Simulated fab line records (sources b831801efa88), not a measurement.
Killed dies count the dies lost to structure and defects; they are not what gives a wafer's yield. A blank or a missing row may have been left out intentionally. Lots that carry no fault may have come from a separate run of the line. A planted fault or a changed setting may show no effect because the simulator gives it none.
What tool caused it? / flow gf180mcu / 45 wafers from 15 lots sampled at 6 of the route's 602 steps

## WHAT EACH GAUGE READ, for each wafer
GF_POLY_GATE_THK_MEAS_17. Usual: POLY_GATE_OXIDATION_THK 4.00 nm, standard deviation 0.079.
lot=L874; measured=day 9 09:07; on=film metro-02; POLY_GATE_OXIDATION_THK (nm)=4.07 4.02 4.07; flag=
lot=L875; measured=day 9 15:22; on=film metro-01; POLY_GATE_OXIDATION_THK (nm)=3.98 4.02 3.97; flag=
lot=L877; measured=day 10 03:32; on=film metro-03; POLY_GATE_OXIDATION_THK (nm)=3.93 4.11 3.96; flag=
lot=L878; measured=day 10 13:10; on=film metro-03; POLY_GATE_OXIDATION_THK (nm)=4.13 4.06 4.14; flag=
lot=L879; measured=day 10 18:01; on=film metro-02; POLY_GATE_OXIDATION_THK (nm)=3.93 3.99 3.98; flag=
lot=L880; measured=day 11 02:46; on=film metro-02; POLY_GATE_OXIDATION_THK (nm)=4.16 3.96 4.13; flag=
lot=L884; measured=day 12 05:56; on=film metro-02; POLY_GATE_OXIDATION_THK (nm)=4.10 3.98 3.98; flag=
lot=L888; measured=day 13 10:26; on=film metro-02; POLY_GATE_OXIDATION_THK (nm)=4.09 4.01 4.07; flag=
lot=L889; measured=day 13 17:41; on=film metro-02; POLY_GATE_OXIDATION_THK (nm)=3.95 3.92 3.86; flag=
lot=L890; measured=day 14 01:18; on=film metro-03; POLY_GATE_OXIDATION_THK (nm)=3.94 4.02 4.02; flag=
lot=L891; measured=day 14 13:50; on=film metro-01; POLY_GATE_OXIDATION_THK (nm)=3.96 3.96 3.91; flag=
lot=L892; measured=day 14 13:50; on=film metro-02; POLY_GATE_OXIDATION_THK (nm)=4.01 3.95 3.92; flag=
lot=L893; measured=day 14 22:01; on=film metro-02; POLY_GATE_OXIDATION_THK (nm)=3.89 4.00 3.97; flag=
lot=L894; measured=day 15 02:20; on=film metro-02; POLY_GATE_OXIDATION_THK (nm)=4.08 4.10 4.06; flag=
lot=L895; measured=day 15 17:20; on=film metro-01; POLY_GATE_OXIDATION_THK (nm)=4.02 3.95 3.96; flag=

GF_HV_LDD_TW_MEAS_38. Usual: HV_LDD_3_TW 1413, standard deviation 15.
lot=L874; measured=day 11 16:01; on=film metro-04; HV_LDD_3_TW=1401 1395 1395; flag=
lot=L875; measured=day 12 00:10; on=film metro-02; HV_LDD_3_TW=1425 1414 1422; flag=
lot=L877; measured=day 12 13:04; on=film metro-01; HV_LDD_3_TW=1426 1427 1424; flag=
lot=L878; measured=day 12 22:13; on=film metro-04; HV_LDD_3_TW=1399 1409 1395; flag=
lot=L879; measured=day 13 04:41; on=film metro-04; HV_LDD_3_TW=1398 1402 1389; flag=
lot=L880; measured=day 13 13:58; on=film metro-04; HV_LDD_3_TW=1399 1395 1398; flag=
lot=L884; measured=day 14 19:46; on=film metro-04; HV_LDD_3_TW=1408 1402 1404; flag=
lot=L888; measured=day 16 02:55; on=film metro-04; HV_LDD_3_TW=1289 1288 1281; flag=OFF
lot=L889; measured=day 16 11:14; on=film metro-01; HV_LDD_3_TW=1303 1315 1305; flag=OFF
lot=L890; measured=day 16 18:34; on=film metro-01; HV_LDD_3_TW=1307 1308 1304; flag=OFF
lot=L891; measured=day 17 10:10; on=film metro-04; HV_LDD_3_TW=1404 1394 1393; flag=
lot=L892; measured=day 17 10:19; on=film metro-04; HV_LDD_3_TW=1399 1394 1398; flag=
lot=L893; measured=day 17 18:18; on=film metro-01; HV_LDD_3_TW=1430 1436 1440; flag=
lot=L894; measured=day 17 23:37; on=film metro-04; HV_LDD_3_TW=1398 1389 1399; flag=
lot=L895; measured=day 18 15:04; on=film metro-02; HV_LDD_3_TW=1413 1418 1410; flag=

GF_HV_LDD_CD_MEAS_46 targets a cd of 400 nm. Usual: cd nm 400.2 nm, standard deviation 2.3.
lot=L874; measured=day 12 10:54; on=cd sem-01; cd nm (nm)=403.0 402.1 404.4; flag=
lot=L875; measured=day 12 19:30; on=cd sem-01; cd nm (nm)=402.6 402.1 399.6; flag=
lot=L877; measured=day 13 08:12; on=cd sem-02; cd nm (nm)=404.2 403.1 403.3; flag=
lot=L878; measured=day 13 17:33; on=cd sem-02; cd nm (nm)=396.7 395.0 397.8; flag=
lot=L879; measured=day 14 00:54; on=cd sem-02; cd nm (nm)=398.6 403.1 401.3; flag=
lot=L880; measured=day 14 10:22; on=cd sem-01; cd nm (nm)=401.2 403.0 400.6; flag=
lot=L884; measured=day 15 16:56; on=cd sem-01; cd nm (nm)=402.9 401.5 401.2; flag=
lot=L888; measured=day 17 01:22; on=cd sem-01; cd nm (nm)=398.5 396.3 398.3; flag=
lot=L889; measured=day 17 10:25; on=cd sem-01; cd nm (nm)=401.9 400.5 402.8; flag=
lot=L890; measured=day 17 17:21; on=cd sem-02; cd nm (nm)=398.7 401.7 399.4; flag=
lot=L891; measured=day 18 09:22; on=cd sem-02; cd nm (nm)=402.6 401.4 399.4; flag=
lot=L892; measured=day 18 10:32; on=cd sem-02; cd nm (nm)=399.6 398.0 397.8; flag=
lot=L893; measured=day 18 17:49; on=cd sem-01; cd nm (nm)=401.6 400.0 403.5; flag=
lot=L894; measured=day 18 23:16; on=cd sem-02; cd nm (nm)=399.8 399.0 397.0; flag=
lot=L895; measured=day 19 15:28; on=cd sem-01; cd nm (nm)=400.0 397.1 398.0; flag=

GF_HV_LDD_RS_MEAS_53: a four-point-probe measurement. Usual: HV_LDD_RS 419.3 ohm/sq, standard deviation 0.94.
lot=L874; measured=day 12 11:30; on=film metro-01; HV_LDD_RS (ohm/sq)=418.5 419.3 419.4; flag=
lot=L875; measured=day 12 20:05; on=film metro-01; HV_LDD_RS (ohm/sq)=419.1 419.4 419.2; flag=
lot=L877; measured=day 13 08:47; on=film metro-02; HV_LDD_RS (ohm/sq)=420.1 420.3 420.0; flag=
lot=L878; measured=day 13 18:08; on=film metro-04; HV_LDD_RS (ohm/sq)=417.4 419.2 418.6; flag=
lot=L879; measured=day 14 01:29; on=film metro-02; HV_LDD_RS (ohm/sq)=419.6 418.6 419.3; flag=
lot=L880; measured=day 14 10:58; on=film metro-01; HV_LDD_RS (ohm/sq)=419.9 418.6 417.7; flag=
lot=L884; measured=day 15 17:31; on=film metro-02; HV_LDD_RS (ohm/sq)=420.1 419.3 419.9; flag=
lot=L888; measured=day 17 01:57; on=film metro-02; HV_LDD_RS (ohm/sq)=440.4 440.3 441.0; flag=OFF
lot=L889; measured=day 17 11:00; on=film metro-04; HV_LDD_RS (ohm/sq)=441.3 440.3 439.6; flag=OFF
lot=L890; measured=day 17 17:56; on=film metro-02; HV_LDD_RS (ohm/sq)=442.0 442.6 440.3; flag=OFF
lot=L891; measured=day 18 09:57; on=film metro-02; HV_LDD_RS (ohm/sq)=417.6 417.6 418.7; flag=
lot=L892; measured=day 18 11:07; on=film metro-01; HV_LDD_RS (ohm/sq)=420.3 420.6 420.1; flag=
lot=L893; measured=day 18 18:23; on=film metro-04; HV_LDD_RS (ohm/sq)=418.6 419.1 419.9; flag=
lot=L894; measured=day 18 23:51; on=film metro-01; HV_LDD_RS (ohm/sq)=419.3 420.1 420.7; flag=
lot=L895; measured=day 19 16:03; on=film metro-01; HV_LDD_RS (ohm/sq)=419.3 418.5 418.7; flag=

## WHAT TOOL EACH LOT RAN ON (gives the tool, then ch and the chambers of the sampled wafers, and finally the start)
lot=L874; GF_HV_LDD_STRIP_22=plasma asher-03 ch 0,1, day 10 21:01; GF_HV_LDD_IMPLANT_35=implanter-03 ch 0, day 11 15:37
lot=L875; GF_HV_LDD_STRIP_22=plasma asher-04 ch 0,1, day 11 04:04; GF_HV_LDD_IMPLANT_35=implanter-03 ch 0, day 11 23:46
lot=L877; GF_HV_LDD_STRIP_22=plasma asher-04 ch 0,1, day 11 16:28; GF_HV_LDD_IMPLANT_35=implanter-04 ch 0, day 12 12:40
lot=L878; GF_HV_LDD_STRIP_22=plasma asher-03 ch 0,1, day 12 02:22; GF_HV_LDD_IMPLANT_35=implanter-04 ch 0, day 12 21:49
lot=L879; GF_HV_LDD_STRIP_22=plasma asher-03 ch 0,1, day 12 08:35; GF_HV_LDD_IMPLANT_35=implanter-03 ch 0, day 13 04:19
lot=L880; GF_HV_LDD_STRIP_22=plasma asher-04 ch 0,1, day 12 17:22; GF_HV_LDD_IMPLANT_35=implanter-03 ch 0, day 13 13:35
lot=L884; GF_HV_LDD_STRIP_22=plasma asher-02 ch 0,1, day 13 22:16; GF_HV_LDD_IMPLANT_35=implanter-03 ch 0, day 14 19:23
lot=L888; GF_HV_LDD_STRIP_22=plasma asher-04 ch 0,1, day 15 04:28; GF_HV_LDD_IMPLANT_35=implanter-02, day 16 02:32
lot=L889; GF_HV_LDD_STRIP_22=plasma asher-04 ch 0,1, day 15 12:15; GF_HV_LDD_IMPLANT_35=implanter-04, day 16 10:53
lot=L890; GF_HV_LDD_STRIP_22=plasma asher-03 ch 0,1, day 15 19:10; GF_HV_LDD_IMPLANT_35=implanter-04, day 16 18:10
lot=L891; GF_HV_LDD_STRIP_22=plasma asher-02 ch 0, day 16 10:03; GF_HV_LDD_IMPLANT_35=implanter-04 ch 0, day 17 09:47
lot=L892; GF_HV_LDD_STRIP_22=plasma asher-04 ch 0,1, day 16 10:21; GF_HV_LDD_IMPLANT_35=implanter-03 ch 0, day 17 09:56
lot=L893; GF_HV_LDD_STRIP_22=plasma asher-04 ch 0,1, day 16 18:42; GF_HV_LDD_IMPLANT_35=implanter-02 ch 0, day 17 17:54
lot=L894; GF_HV_LDD_STRIP_22=plasma asher-04 ch 0, day 16 23:28; GF_HV_LDD_IMPLANT_35=implanter-02 ch 0, day 17 23:14
lot=L895; GF_HV_LDD_STRIP_22=plasma asher-04 ch 0,1, day 17 14:36; GF_HV_LDD_IMPLANT_35=implanter-02 ch 0, day 18 14:41
- GF_HV_LDD_STRIP_22: strips in O2/N2.
- GF_HV_LDD_IMPLANT_35

## AS READ BY THE TOOLS THEMSELVES (means over the sampled wafers that have a number; for cases with no such wafer, the mark the record gives instead)
GF_HV_LDD_STRIP_22. Usual: drypump motor current A 5.9 A, standard deviation 0.44; heater power w 313 W, standard deviation 15; n2 flow sccm 300.0 sccm, standard deviation 0.93; oes product au 0.715 a.u., standard deviation 0.0046; platen temp c 249.96 C, standard deviation 0.17; strip time to endpoint s 12.61 s, standard deviation 0.033.
lot=L874; tool=plasma asher-03; drypump motor current A (A)=5.6; heater power w (W)=305; n2 flow sccm (sccm)=299.6; oes product au (a.u.)=0.713; platen temp c (C)=250.04; strip time to endpoint s (s)=12.65; flag=
lot=L875; tool=plasma asher-04; drypump motor current A (A)=6.3; heater power w (W)=330; n2 flow sccm (sccm)=299.5; oes product au (a.u.)=0.716; platen temp c (C)=249.76; strip time to endpoint s (s)=12.56; flag=
lot=L877; tool=plasma asher-04; drypump motor current A (A)=6.3; heater power w (W)=329; n2 flow sccm (sccm)=299.6; oes product au (a.u.)=0.718; platen temp c (C)=250.03; strip time to endpoint s (s)=12.63; flag=
lot=L878; tool=plasma asher-03; drypump motor current A (A)=5.3; heater power w (W)=303; n2 flow sccm (sccm)=299.8; oes product au (a.u.)=0.718; platen temp c (C)=250.14; strip time to endpoint s (s)=12.63; flag=
lot=L879; tool=plasma asher-03; drypump motor current A (A)=5.4; heater power w (W)=298; n2 flow sccm (sccm)=300.2; oes product au (a.u.)=0.716; platen temp c (C)=250.01; strip time to endpoint s (s)=12.64; flag=
lot=L880; tool=plasma asher-04; drypump motor current A (A)=6.3; heater power w (W)=328; n2 flow sccm (sccm)=299.3; oes product au (a.u.)=0.713; platen temp c (C)=249.91; strip time to endpoint s (s)=12.58; flag=
lot=L884; tool=plasma asher-02; drypump motor current A (A)=5.9; heater power w (W)=310; n2 flow sccm (sccm)=300.6; oes product au (a.u.)=0.716; platen temp c (C)=249.92; strip time to endpoint s (s)=12.65; flag=
lot=L888; tool=plasma asher-04; drypump motor current A (A)=6.3; heater power w (W)=330; n2 flow sccm (sccm)=299.8; oes product au (a.u.)=0.716; platen temp c (C)=249.99; strip time to endpoint s (s)=12.63; flag=
lot=L889; tool=plasma asher-04; drypump motor current A (A)=6.2; heater power w (W)=321; n2 flow sccm (sccm)=299.6; oes product au (a.u.)=0.713; platen temp c (C)=249.97; strip time to endpoint s (s)=12.60; flag=
lot=L890; tool=plasma asher-03; drypump motor current A (A)=5.6; heater power w (W)=301; n2 flow sccm (sccm)=299.6; oes product au (a.u.)=0.713; platen temp c (C)=249.74; strip time to endpoint s (s)=12.61; flag=
lot=L891; tool=plasma asher-02; drypump motor current A (A)=5.7; heater power w (W)=301; n2 flow sccm (sccm)=300.5; oes product au (a.u.)=0.714; platen temp c (C)=250.03; strip time to endpoint s (s)=12.63; flag=
lot=L892; tool=plasma asher-04; drypump motor current A (A)=6.3; heater power w (W)=328; n2 flow sccm (sccm)=299.9; oes product au (a.u.)=0.716; platen temp c (C)=250.01; strip time to endpoint s (s)=12.66; flag=
lot=L893; tool=plasma asher-04; drypump motor current A (A)=6.2; heater power w (W)=324; n2 flow sccm (sccm)=300.0; oes product au (a.u.)=0.715; platen temp c (C)=249.97; strip time to endpoint s (s)=12.61; flag=
lot=L894; tool=plasma asher-04; drypump motor current A (A)=6.3; heater power w (W)=331; n2 flow sccm (sccm)=300.1; oes product au (a.u.)=0.714; platen temp c (C)=249.82; strip time to endpoint s (s)=12.57; flag=
lot=L895; tool=plasma asher-04; drypump motor current A (A)=6.2; heater power w (W)=315; n2 flow sccm (sccm)=300.1; oes product au (a.u.)=0.713; platen temp c (C)=249.89; strip time to endpoint s (s)=12.62; flag=

GF_HV_LDD_IMPLANT_35. Usual: beam energy keV 59.993, standard deviation 0.018; beam on s 9.99 s, standard deviation 0.2; rotation deg 180.00 degrees, standard deviation 0.038.
lot=L874; tool=implanter-03; beam energy keV=60.018; beam on s (s)=10.09; rotation deg (degrees)=179.98; flag=
lot=L875; tool=implanter-03; beam energy keV=59.982; beam on s (s)=9.84; rotation deg (degrees)=180.00; flag=
lot=L877; tool=implanter-04; beam energy keV=59.976; beam on s (s)=9.84; rotation deg (degrees)=180.02; flag=
lot=L878; tool=implanter-04; beam energy keV=59.979; beam on s (s)=10.20; rotation deg (degrees)=179.95; flag=
lot=L879; tool=implanter-03; beam energy keV=59.968; beam on s (s)=10.00; rotation deg (degrees)=180.02; flag=
lot=L880; tool=implanter-03; beam energy keV=59.981; beam on s (s)=9.89; rotation deg (degrees)=179.99; flag=
lot=L884; tool=implanter-03; beam energy keV=59.993; beam on s (s)=10.04; rotation deg (degrees)=180.01; flag=
lot=L888; tool=implanter-02; beam energy keV=-; beam on s (s)=-; rotation deg (degrees)=-; flag=OFF
lot=L889; tool=implanter-04; beam energy keV=-; beam on s (s)=-; rotation deg (degrees)=-; flag=OFF
lot=L890; tool=implanter-04; beam energy keV=-; beam on s (s)=-; rotation deg (degrees)=-; flag=OFF
lot=L891; tool=implanter-04; beam energy keV=60.012; beam on s (s)=9.82; rotation deg (degrees)=179.99; flag=
lot=L892; tool=implanter-03; beam energy keV=59.979; beam on s (s)=9.82; rotation deg (degrees)=179.97; flag=
lot=L893; tool=implanter-02; beam energy keV=59.979; beam on s (s)=9.99; rotation deg (degrees)=179.97; flag=
lot=L894; tool=implanter-02; beam energy keV=59.995; beam on s (s)=10.08; rotation deg (degrees)=180.01; flag=
lot=L895; tool=implanter-02; beam energy keV=60.001; beam on s (s)=9.93; rotation deg (degrees)=179.99; flag=

## THE ANSWER, worked out from the rows above alone
Rule: take the mean of a lot's wafers that have a number; if it is more than 3 standard deviations from the usual mean, the lot is off. A lot without any number at a reading at which 4 lots or more have one is off too. All remaining lots with rows at the step are treated as sound. First the gauges in route order, then the tools' own readings, where a lot's mean is used as printed above. At the first step where some lot is off, the reading lying furthest off is the one used; lots without a number count as furthest.
Off: at GF_HV_LDD_TW_MEAS_38 (HV_LDD_3_TW), L888, L889, L890.
If a tool, at a process step before that reading, ran all the lots that are off and no sound lot after the first of them, it fits. Not tried: the gauges at GF_HV_LDD_TW_MEAS_38; whatever is off there is also off at GF_HV_LDD_IMPLANT_35, on other tools, and gauge error can't account for it. Of those tried, none fits.

## WHAT THE SIMULATOR HAD PUT IN
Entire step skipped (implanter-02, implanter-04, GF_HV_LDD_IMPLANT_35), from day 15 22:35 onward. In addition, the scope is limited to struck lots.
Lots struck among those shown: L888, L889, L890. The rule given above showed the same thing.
